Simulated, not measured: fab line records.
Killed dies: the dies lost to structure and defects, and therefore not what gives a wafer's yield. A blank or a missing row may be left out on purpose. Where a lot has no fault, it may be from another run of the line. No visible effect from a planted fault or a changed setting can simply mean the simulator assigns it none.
The tool behind it: which one? + flow sky130 + 14 lots, 42 wafers sampled, at 1 step of a route of 708

== WHAT EACH GAUGE READ, for each wafer ==
SKY_VIA2_THK_MEAS_23: measures by xrf. Usual: VIA2_W_THK 415 nm, standard deviation 7.8.
| lot  | measured     | on            | VIA2_W_THK (nm) | flag |
|------|--------------|---------------|-----------------|------|
| L572 | day 36 18:41 | film-metro-03 | 414 407 413     |      |
| L573 | day 37 03:19 | film-metro-03 | 416 413 416     |      |
| L577 | day 38 04:58 | film-metro-01 | 400 412 409     |      |
| L576 | day 38 11:44 | film-metro-03 | 416 414 416     |      |
| L578 | day 38 17:34 | film-metro-02 | 403 416 420     |      |
| L579 | day 39 05:54 | film-metro-01 | 400 408 414     |      |
| L580 | day 39 09:36 | film-metro-02 | 403 414 411     |      |
| L582 | day 40 06:55 | film-metro-03 | 428 414 425     |      |
| L583 | day 40 11:44 | film-metro-02 | 427 419 430     |      |
| L584 | day 40 12:50 | film-metro-02 | 416 404 416     |      |
| L585 | day 40 20:00 | film-metro-02 | 416 411 408     |      |
| L586 | day 41 10:23 | film-metro-03 | 420 414 406     |      |
| L587 | day 41 16:13 | film-metro-02 | 406 401 417     |      |
| L590 | day 42 05:20 | film-metro-01 | 408 423 419     |      |

== WHAT TOOL EACH LOT RAN ON (gives the tool, then ch and the chambers of the sampled wafers, and finally the start) ==
No process step before these readings appears in the record.

== AS READ BY THE TOOLS THEMSELVES (means over the sampled wafers that have a number; for cases with no such wafer, the mark the record gives instead) ==
The record holds no such reading with a usual standard deviation.

== THE ANSWER, worked out from the rows above alone ==
Rule: a lot is off if the mean of its wafers that have a number lies more than 3 standard deviations from the usual mean. Also off: a lot with no number at a reading for which 4 or more lots have one. Where the step has rows for the other lots, those lots are counted as sound. Order of review: gauges by route order, followed by the tools' own readings, for which a lot's mean as printed above is used. At the first step where some lot is off, the reading lying furthest off is the one used; lots without a number count as furthest.
Across all readings shown, no lot is off: no conclusion can be drawn from this.

== WHAT HAD BEEN PUT IN BY THE SIMULATOR ==
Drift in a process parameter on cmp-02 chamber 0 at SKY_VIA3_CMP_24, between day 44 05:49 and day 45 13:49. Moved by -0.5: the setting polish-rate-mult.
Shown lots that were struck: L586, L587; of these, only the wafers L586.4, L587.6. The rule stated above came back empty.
